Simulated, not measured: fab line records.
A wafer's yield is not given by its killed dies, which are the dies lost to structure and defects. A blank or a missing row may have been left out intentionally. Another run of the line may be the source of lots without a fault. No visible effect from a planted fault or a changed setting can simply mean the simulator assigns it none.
Which tool was responsible? / flow sky130 / Sampling: 6 lots, 18 wafers, 2 of 708 route steps

== WHAT THE GAUGES READ, wafer by wafer ==
SKY_SONOS_ONO_THK_MEAS_01.
lot=L208; measured=day 13 07:16; on=filmMetro-02; SONOS_ONO_OXIDATION_THK (nm)=2.58 2.61 2.55
lot=L210; measured=day 13 18:29; on=filmMetro-02; SONOS_ONO_OXIDATION_THK (nm)=2.96 2.98 3.01
lot=L219; measured=day 17 04:42; on=filmMetro-02; SONOS_ONO_OXIDATION_THK (nm)=2.60 2.62 2.66
lot=L221; measured=day 17 15:16; on=filmMetro-02; SONOS_ONO_OXIDATION_THK (nm)=2.51 2.58 2.61
lot=L224; measured=day 18 13:01; on=filmMetro-03; SONOS_ONO_OXIDATION_THK (nm)=2.50 2.55 2.51
lot=L226; measured=day 19 03:04; on=filmMetro-03; SONOS_ONO_OXIDATION_THK (nm)=2.60 2.56 2.56

== WHAT TOOL EACH LOT RAN ON (gives the tool, then ch and the chambers of the sampled wafers, and finally the start) ==
lot=L208; SKY_SONOS_ONO_OXIDATION_00=furnace-02 ch 0, day 13 05:55
lot=L210; SKY_SONOS_ONO_OXIDATION_00=furnace-02 ch 0, day 13 17:07
lot=L219; SKY_SONOS_ONO_OXIDATION_00=furnace-01 ch 0, day 17 03:21
lot=L221; SKY_SONOS_ONO_OXIDATION_00=furnace-01 ch 0, day 17 13:53
lot=L224; SKY_SONOS_ONO_OXIDATION_00=furnace-02 ch 0, day 18 11:38
lot=L226; SKY_SONOS_ONO_OXIDATION_00=furnace-01 ch 0, day 19 01:43
- SKY_SONOS_ONO_OXIDATION_00: stabilise 600 s, purge 300 s, target thk 2.6 nm.

== THE ANSWER, worked out from the rows above alone ==
Rule: what is usual is taken from the lots themselves. The widest of any qualifying gaps counts: lots, ordered by their means at a reading, are off when they make up no more than a third of the lots, leave a main group of 4 or more, and stand apart from it by 3 or more times the standard deviation of that group's means. A main group is skipped when, at the precision printed for the reading in the tables above, its means are all equal. A lot without any number at a reading at which 4 lots or more have one is off too. Where the step has rows for the other lots, those lots are counted as sound.
Off: at SKY_SONOS_ONO_THK_MEAS_01 (SONOS_ONO_OXIDATION_THK), L210. The main group has a mean of 2.57 nm with a standard deviation of 0.034.
If a tool, at a process step before that reading, ran all the lots that are off and no sound lot after the first of them, it fits. The gauges at SKY_SONOS_ONO_THK_MEAS_01 are tried like those tools. Of those tried, none fits.

== WHAT HAD BEEN PUT IN BY THE SIMULATOR ==
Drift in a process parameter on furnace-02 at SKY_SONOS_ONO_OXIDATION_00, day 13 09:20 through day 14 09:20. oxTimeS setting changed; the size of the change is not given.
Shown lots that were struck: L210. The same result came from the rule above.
